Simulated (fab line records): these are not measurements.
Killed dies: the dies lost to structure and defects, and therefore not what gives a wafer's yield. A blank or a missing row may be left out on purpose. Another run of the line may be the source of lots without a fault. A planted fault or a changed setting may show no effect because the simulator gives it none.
Struck lot and sound lot, side by side    flow sfq_line    21 out of 325 route steps
Sound: the wafers L800.1, L800.2, L800.4. Struck: wafer L802.5 (L802.3, L802.4, from the same lot, were not struck and are left out); the cause is given at the end.
Per side, at each step with rows, come the tool, then ch with its chambers, and then its first start. Under that, the readings that differ: sound wafers    struck wafers    difference of the means    sigmas: that difference in standard deviations of wafers without a fault.
alike: same words and numbers on both sides, and readings whose means sit less than 2 such deviations apart. not compared: any withheld reading, any reading some wafer has no value for, any bound like >300 that may hide the same value, and any number with overlapping values for which the record gives no deviation.
The two part at a step that has a row with sigmas, a row that says differs or no value, or rows on one side only. When numbers do not overlap yet have no deviation, they are printed without sigmas and do not part them. Lack of a reading on every wafer of one side parts them only where that side has two or more wafers.

first, 3 steps without rows for these wafers: SFQ_TRILAYER_M1_LITHO_EXPOSE_040 (exposes mask M1, target cd 500 nm); SFQ_TRILAYER_M1_LITHO_PEB_042 (peb time 60 s); SFQ_TRILAYER_M1_LITHO_DEVELOP_041 (time 60 s).
SFQ_M1_OVL_MEAS_911:
  sound on overlay-01, day 15 18:59; struck on overlay-02, day 16 14:11
  alike: M1_OVL
SFQ_TRILAYER_M1_BARC_OPEN_METAL_ETCH_054: etches BARC in O2, target depth 125 nm, time 41.7 s.
  sound on rie_metal-03 ch 0,1, day 15 19:01; struck on rie_metal-04 ch 0, day 16 14:14
  alike: drypump_motor_current_A, oes_product_au
  not compared: rf_hours_counter_h
SFQ_TRILAYER_M1_ETCH_METAL_ETCH_042: etches Nb in Cl2/Ar, stops on SiO2, target depth 240 nm, time 120 s.
  sound on rie_metal-03 ch 0,1, day 15 19:05; struck on rie_metal-04 ch 0, day 16 14:19
  alike: drypump_motor_current_A, oes_product_au
  not compared: rf_hours_counter_h
SFQ_TRILAYER_M1_STRIP_STRIP_043: strips in O2.
  sound on rie_metal-03 ch 0,1, day 15 19:12; struck on rie_metal-04 ch 0, day 16 14:36
  alike: drypump_motor_current_A, oes_product_au
  not compared: rf_hours_counter_h
then, 1 step without rows for these wafers: SFQ_TRILAYER_M1_STRIP_SOLV_CLEAN_044 (cleans in NMP, time 600 s).
SFQ_TRILAYER_I1_DEP_PECVD_045: deposits SiO2 from SiH4/N2O, time 111.11 s, target thk 500 nm.
  sound on pecvd-04 ch 0,1,2, day 15 19:59; struck on pecvd-01 ch 2, day 16 15:11
  alike: heater_power_w, throttle_valve_pct
then, 1 step without rows for these wafers: SFQ_TRILAYER_I1_CMP_CMP_046 (polishes SiO2).
SFQ_I1_BOW_MEAS_912:
  sound on film_metro-01, day 16 04:00; struck on film_metro-01, day 16 19:02
  alike: I1_BOW
then, 1 step without rows for these wafers: SFQ_TRILAYER_I1_METRO_MEASURE_047.
SFQ_TRILAYER_I1_VIA_LITHO_COAT_054: resist thk 62 nm.
  sound on litho_track-03 ch 0, day 16 05:19; struck on litho_track-01 ch 0, day 16 20:25
reading                                                   sound              struck  difference  sigmas
model.BARC_of_TRILAYER_I1_VIA_LITHO_COAT_054.thk_nm (nm)  61.96 61.93 62.08  65.97   +3.98       
then, 5 steps without rows for these wafers: SFQ_TRILAYER_I1_VIA_LITHO_COAT_049 (resist thk 650 nm); SFQ_TRILAYER_I1_VIA_LITHO_SOFTBAKE_053; SFQ_TRILAYER_I1_VIA_LITHO_EXPOSE_050 (exposes mask I1, target cd 500 nm); SFQ_TRILAYER_I1_VIA_LITHO_PEB_052 (peb time 60 s); SFQ_TRILAYER_I1_VIA_LITHO_DEVELOP_051 (time 60 s).
-- the record jumps here: 4 days lie between the struck wafers' starts before and after --
SFQ_I1_OVL_MEAS_913:
  sound on overlay-02, day 19 18:03; struck on overlay-02, day 20 13:16
  alike: I1_OVL
SFQ_TRILAYER_I1_VIA_BARC_OPEN_VIA_ETCH_071: etches BARC in O2, target depth 125 nm, time 41.7 s.
  sound on rie_diel-02 ch 0,1,3, day 19 18:05; struck on rie_diel-04 ch 1, day 20 13:17
reading                   sound              struck  difference  sigmas
oes_product_au (a.u.)     0.690 0.675 0.680  0.699   +0.017      +4
model.etch.depth_nm (nm)  61.96 61.93 62.08  65.97   +3.98       
  alike: drypump_motor_current_A
  not compared: rf_hours_counter_h
SFQ_TRILAYER_I1_VIA_ETCH_VIA_ETCH_052: etches SiO2 in CHF3, stops on Nb, target depth 260 nm.
  sound on rie_diel-02 ch 0,1,3, day 19 18:08; struck on rie_diel-04 ch 1, day 20 13:20
  alike: drypump_motor_current_A, oes_product_au

## WHERE THEY PART
Only at SFQ_TRILAYER_I1_VIA_BARC_OPEN_VIA_ETCH_071, within this record. Later steps at which nothing parts them and some readings are alike: SFQ_TRILAYER_I1_VIA_ETCH_VIA_ETCH_052.

WHY: what the simulator had put in
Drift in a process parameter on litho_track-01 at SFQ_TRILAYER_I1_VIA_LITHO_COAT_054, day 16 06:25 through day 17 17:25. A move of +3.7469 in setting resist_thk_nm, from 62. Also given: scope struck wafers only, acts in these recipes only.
